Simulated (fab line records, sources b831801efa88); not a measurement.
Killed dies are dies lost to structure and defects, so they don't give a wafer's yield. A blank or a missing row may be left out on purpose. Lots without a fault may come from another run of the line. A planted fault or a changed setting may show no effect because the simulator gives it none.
One fault seen from 2 desks | flow gf180mcu | each desk has only its own numbers; what lay behind them comes last

THE METROLOGY DESK
What the gauges read, lot by lot, whatever tool the lot ran on: means of the sampled wafers that have a number. A lot is out of limits, marked OUT, if its mean lies more than 4 standard deviations from the usual mean; the brackets give that distance.
Columns: A = cd_nm at GF_M5_CD_MEAS_07, usual 280.0 nm; B = V5_CVD_02_THK at GF_V5_THK_MEAS_03, usual 1451 nm
lot  | first seen here | A     | B
L446 | day 26 06:25    | 279.8 | 1481
L449 | day 27 03:12    | 282.5 | 1471
L453 | day 28 11:14    | 280.0 | 1435
L455 | day 29 03:44    | 282.6 | 1432
L456 | day 29 07:31    | 282.9 | 1430
L461 | day 30 22:01    | 280.0 | 1468
L462 | day 31 07:03    | 280.2 | 1424
L463 | day 31 11:09    | 280.2 | 1444
L464 | day 31 15:15    | 279.4 | 1453
L465 | day 31 20:33    | 279.7 | 1454
L466 | day 31 22:48    | 279.9 | 1424
L468 | day 32 13:32    | 279.0 | 1440
L469 | day 32 18:31    | 279.3 | 1459
This desk's finding: nothing out of limits on any of the 13 lots.

THE TOOL OWNER'S DESK: litho_track-03
The tool's own readings at GF_M5_PEB_05 (peb time 90 s): means of the sampled wafers that have a number, for each lot that ran on this tool. A lot is out of limits, marked OUT, if its mean lies more than 4 standard deviations from the usual mean; the brackets give that distance.
Columns: A = heater_power_total_W at GF_M5_PEB_05, usual 85.71 W; B = plate_temp_C at GF_M5_PEB_05, usual 135.00 C
lot  | first seen here | A               | B
L453 | day 28 10:55    | 86.81 (+14) OUT | 135.25
L455 | day 29 03:23    | 89.00 (+42) OUT | -
L456 | day 29 07:03    | 87.34 (+21) OUT | 135.08
L465 | day 31 20:09    | 85.80           | 135.03
L468 | day 32 13:13    | 85.67           | 134.84
L469 | day 32 18:11    | 85.65           | 135.14
This desk's finding: out of limits on L453, L455, L456; first on L453, day 28 10:55 (heater_power_total_W at GF_M5_PEB_05). In limits: L465, L468, L469.

PUT TOGETHER
The tool owner's desk could have raised an alarm at day 28 10:55, on L453, L455, L456.
The metrology desk saw nothing out of limits.
The metrology desk has L453, L455, L456 on record, within its limits.
Of the lots named, all ran GF_M5_PEB_05 on litho_track-03.

WHAT THE SIMULATOR HAD PUT IN
Process parameter drift: litho_track-03, from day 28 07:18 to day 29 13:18, at GF_M5_PEB_05. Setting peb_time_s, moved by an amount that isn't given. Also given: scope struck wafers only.
Lots struck among those shown: L453, L455, L456.
Hours from the fault's start to each desk's first reading out of limits: the tool owner's desk, 4.
